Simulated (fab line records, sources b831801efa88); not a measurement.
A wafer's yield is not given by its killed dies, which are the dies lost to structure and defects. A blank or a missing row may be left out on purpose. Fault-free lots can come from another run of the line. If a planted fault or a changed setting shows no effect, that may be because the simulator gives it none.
Which tool is to blame? || flow sky130 || 6 lots, 18 wafers sampled, at 1 step of a route of 708

WHAT THE GAUGES READ, wafer by wafer
SKY_VT_ADJUST_NCORE_OVL_MEAS_08.
{"lot": "L738", "measured": "day 9 03:40", "on": "overlay-01", "VT_ADJUST_NCORE_OVL (nm)": "1.3 1.6 1.7"}
{"lot": "L740", "measured": "day 9 22:58", "on": "overlay-02", "VT_ADJUST_NCORE_OVL (nm)": "0.7 1.6 1.2"}
{"lot": "L742", "measured": "day 10 12:22", "on": "overlay-01", "VT_ADJUST_NCORE_OVL (nm)": "0.3 0.1 -0.2"}
{"lot": "L744", "measured": "day 10 21:34", "on": "overlay-02", "VT_ADJUST_NCORE_OVL (nm)": "0.5 0.2 0.2"}
{"lot": "L748", "measured": "day 12 05:52", "on": "overlay-02", "VT_ADJUST_NCORE_OVL (nm)": "3.8 2.8 2.4"}
{"lot": "L752", "measured": "day 13 10:40", "on": "overlay-01", "VT_ADJUST_NCORE_OVL (nm)": "0.8 -0.4 -0.9"}

EACH LOT AND THE TOOL THAT RAN IT (in order: tool; ch and the chambers of the sampled wafers; start)
The record holds no process step before these readings.

THE ANSWER, worked out from the rows above alone
Rule: usual is defined by the lots themselves. The widest of any qualifying gaps counts: lots, ordered by their means at a reading, are off when they make up no more than a third of the lots, leave a main group of 4 or more, and stand apart from it by 3 or more times the standard deviation of that group's means. The tables above print the reading to a certain number of digits; a main group whose means all agree to those digits is not used. A lot without any number at a reading at which 4 lots or more have one is off too. All remaining lots with rows at the step are treated as sound.
Across all readings shown, no lot is off: no conclusion can be drawn from this.

WHAT WAS PUT IN BY THE SIMULATOR
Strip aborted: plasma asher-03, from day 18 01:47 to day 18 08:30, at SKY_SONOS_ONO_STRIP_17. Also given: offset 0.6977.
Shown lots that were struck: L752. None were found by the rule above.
